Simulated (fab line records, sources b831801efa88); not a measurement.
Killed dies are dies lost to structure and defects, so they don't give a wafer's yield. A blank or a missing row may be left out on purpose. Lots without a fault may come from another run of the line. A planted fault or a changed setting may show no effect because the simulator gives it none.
A struck lot beside a sound one | flow sky130 | 15 steps out of a route of 708
Sound: wafers L761.3, L761.4, L761.6. Struck: wafers L765.1, L765.3, L765.5. The cause comes at the end.
At each step with rows: each side's tool, then ch and its chambers, then its first start. Under that, the readings that differ: sound wafers | struck wafers | difference of the means | sigmas: that difference in standard deviations of wafers without a fault.
alike: readings whose means differ by less than 2 such deviations, and words and numbers that are the same on both sides. not compared: withheld readings, readings that some wafer has no value for, bounds like >300 that may hide the same value, and numbers for which the record gives no deviation and whose values overlap.
The two part at a step that has a row with sigmas, a row that says differs or no value, or rows on one side only. Numbers that don't overlap but have no deviation are shown without sigmas and don't part them. A reading that every wafer of one side lacks parts them only if that side has two wafers or more.

first, 7 steps without rows for these wafers: SKY_METAL3_HMDS_06 (prime time 60 s); SKY_METAL3_COAT_07 (resist thk 60 nm); SKY_METAL3_COAT_08 (resist thk 1140 nm); SKY_METAL3_SOFTBAKE_09 (time 90 s); SKY_METAL3_EXPOSE_10 (exposes mask MM3, target cd 300 nm); SKY_METAL3_PEB_11; SKY_METAL3_DEVELOP_12 (develop time 60 s).
SKY_METAL3_CD_MEAS_13: target cd 300 nm.
  sound on cd_sem-02, day 39 21:17; struck on cd_sem-02, day 40 15:24
  alike: cd_nm
SKY_METAL3_OVL_MEAS_14:
  sound on overlay-02, day 39 21:23; struck on overlay-02, day 40 15:31
  alike: METAL3_OVL
SKY_METAL3_DESCUM_15: chemistry O2, time 8 s.
  sound on rie_metal-02 ch 0,1, day 39 21:25; struck on rie_metal-03 ch 0, day 40 15:33
  alike: chamber_pressure_mTorr, drypump_motor_current_A, oes_product_au
  not compared: rf_hours_counter_h
SKY_METAL3_ETCH_16: etches BARC in N2/H2, stops on SiO2, time 88.2 s, target depth 60 nm.
  sound on rie_metal-02 ch 0,1, day 39 21:28; struck on rie_metal-03 ch 0, day 40 15:37
  alike: bias_w, chamber_pressure_mTorr, drypump_motor_current_A, h2_flow_sccm, oes_product_au, throttle_valve_pct
  not compared: rf_hours_counter_h
SKY_METAL3_ETCH_17: etches SiO2 in C4F8/O2/Ar, stops on TiN, time 3.9 s, target depth 15 nm.
  sound on rie_diel-04 ch 0,3, day 39 21:32; struck on rie_diel-01 ch 0,1,3, day 40 15:49
  alike: bias_w, chamber_pressure_mTorr, oes_product_au
  not compared: rf_hours_counter_h
SKY_METAL3_METAL_ETCH_18: etches the open film in Cl2/BCl3, stops on SiO2, target depth 845 nm, time 183.1 s.
  sound on rie_metal-03 ch 0,1, day 39 21:37; struck on rie_metal-04 ch 0,1, day 40 15:50
  no value came back on the struck wafers for any of 6 readings (bcl3_flow_sccm (sccm), bias_w (W) and others); on the sound wafers bcl3_flow_sccm (sccm) reads 30.02 30.15 29.83
  reading                                       | sound             | struck            | difference | sigmas
  model.KrF-thick_of_METAL3_COAT_08.thk_nm (nm) | 514.3 511.5 509.2 | 1072 1078 1077    | +564       |
  model.SiO2_of_VIA2_HDPCVD_00.thk_nm (nm)      | 465.6 464.9 466.4 | 489.5 489.4 491.2 | +24.4      |
  not compared: rf_hours_counter_h
SKY_METAL3_STRIP_19: strips in O2/N2.
  sound on plasma_asher-02 ch 0,1, day 39 21:46; struck on plasma_asher-03 ch 0,1, day 40 16:01
  reading                      | sound             | struck            | difference | sigmas
  oes_product_au (a.u.)        | 0.490 0.487 0.494 | 0.714 0.710 0.713 | +0.222     | +44
  strip_time_to_endpoint_s (s) | 6.43 6.38 6.36    | 11.84 11.89 11.86 | +5.47      | +77
  alike: chamber_pressure_mTorr, drypump_motor_current_A
  not compared: rf_hours_counter_h
then, 1 step without rows for these wafers: SKY_METAL3_STRIP_20 (strips in post etch residue remover, time 1200 s).

WHERE THEY PART
First at SKY_METAL3_METAL_ETCH_18; last, within this record, at SKY_METAL3_STRIP_19.

WHY: what the simulator had put in
Skipped step whole: rie_metal-04, from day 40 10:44 on, at SKY_METAL3_METAL_ETCH_18. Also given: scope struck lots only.
